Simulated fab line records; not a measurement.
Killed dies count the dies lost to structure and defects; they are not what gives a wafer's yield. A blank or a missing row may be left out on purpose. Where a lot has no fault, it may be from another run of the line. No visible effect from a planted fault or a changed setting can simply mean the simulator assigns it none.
Struck lot and sound lot, side by side ; flow sky130 ; 16 steps out of a route of 708
Sound: these wafers, L886.2, L886.3, L886.4. Struck: wafer L901.4 (left out: L901.5, L901.6 of the same lot, which were not struck); the cause appears at the end.
Each step with rows lists, per side, the tool, then ch with its chambers, then its first start. Under that, the readings that differ: sound wafers ; struck wafers ; difference of the means ; sigmas: that difference in standard deviations of wafers without a fault.
alike: readings whose means differ by less than 2 such deviations, and words and numbers that are the same on both sides. not compared: withheld readings, readings that some wafer has no value for, bounds like >300 that may hide the same value, and numbers for which the record gives no deviation and whose values overlap.
The two part at a step that has a row with sigmas, a row that says differs or no value, or rows on one side only. Non-overlapping numbers with no deviation appear without sigmas and do not part them. A reading that every wafer of one side lacks parts them only if that side has two wafers or more.

SKY_VIA2_CMP_02: polishes SiO2.
  sound on cmp-02 ch 0,2,3, day 35 02:26; struck on cmp-02 ch 3, day 39 16:56
  alike: motorCurrentA
SKY_VIA2_BOW_MEAS_03:
  sound: filmMetro-01 at day 35 02:43; struck: filmMetro-04 at day 39 17:12
  alike: VIA2_BOW
then, 8 steps without rows for these wafers: SKY_VIA2_DEHYDRATE_04 (time 60 s); SKY_VIA2_HMDS_05 (prime time 60 s); SKY_VIA2_COAT_06 (resist thk 60 nm); SKY_VIA2_COAT_07 (resist thk 450 nm); SKY_VIA2_SOFTBAKE_08 (time 90 s); SKY_VIA2_EXPOSE_09 (exposes mask VIM2, target cd 200 nm); SKY_VIA2_PEB_10; SKY_VIA2_DEVELOP_11 (develop time 60 s).
SKY_VIA2_CD_MEAS_12: the cd target is 200 nm.
  sound: cdSem-01 at day 36 05:36; struck: cdSem-01 at day 40 18:05
reading;sound;struck;difference;sigmas
cdNm (nm);201.4 201.7 201.4;199.1;-2.4;-2
SKY_VIA2_OVL_MEAS_13:
  sound: overlay-01 at day 36 05:42; struck: overlay-02 at day 40 18:10
reading;sound;struck;difference;sigmas
VIA2_OVL (nm);-10 -5 -14;5;+15;+2
SKY_VIA2_ETCH_14: etches BARC in N2/H2, stops on SiO2, time 45.9 s, target depth 60 nm.
  sound on rieDiel-03 ch 0,1,3, day 36 05:44; struck on rieDiel-03 ch 1, day 40 18:11
reading;sound;struck;difference;sigmas
oesProductAu (a.u.);0.859 0.855 0.861;0.965;+0.107;+22
runLengthS (s);73.9 74.3 74.9;68.7;-5.7;-15
model.KrF-thick_of_VIA2_COAT_07.thkNm (nm);393.4 394.4 392.7;400.8;+7.3;
  alike: drypumpMotorCurrentA, throttleValvePct
  not compared: rfHoursCounterH
SKY_VIA2_ETCH_15: etches SiO2 in C4F8/O2/Ar, stops on TiN, target depth 546 nm, time 84 s.
  sound on rieDiel-03 ch 0,1,3, day 36 05:47; struck on rieDiel-03 ch 1, day 40 18:14
reading;sound;struck;difference;sigmas
model.KrF-thick_of_VIA2_COAT_07.thkNm (nm);285.8 287 283.2;293.8;+8.5;
  alike: oesProductAu, runLengthS
  not compared: rfHoursCounterH
SKY_VIA2_STRIP_16: strips in O2/N2.
  sound on plasmaAsher-03 ch 0,1, day 36 05:50; struck on plasmaAsher-02 ch 0, day 40 18:19
reading;sound;struck;difference;sigmas
stripTimeToEndpointS (s);4.088 4.082 4.053;4.148;+0.074;+3
  alike: drypumpMotorCurrentA, o2FlowSccm, oesProductAu
  not compared: rfHoursCounterH
then, 1 step without rows for these wafers: SKY_VIA2_STRIP_17 (strips in post etch residue remover, time 1200 s).

WHERE THEY PART
First at SKY_VIA2_CD_MEAS_12; last, within this record, at SKY_VIA2_STRIP_16.

WHY: what had been put in by the simulator
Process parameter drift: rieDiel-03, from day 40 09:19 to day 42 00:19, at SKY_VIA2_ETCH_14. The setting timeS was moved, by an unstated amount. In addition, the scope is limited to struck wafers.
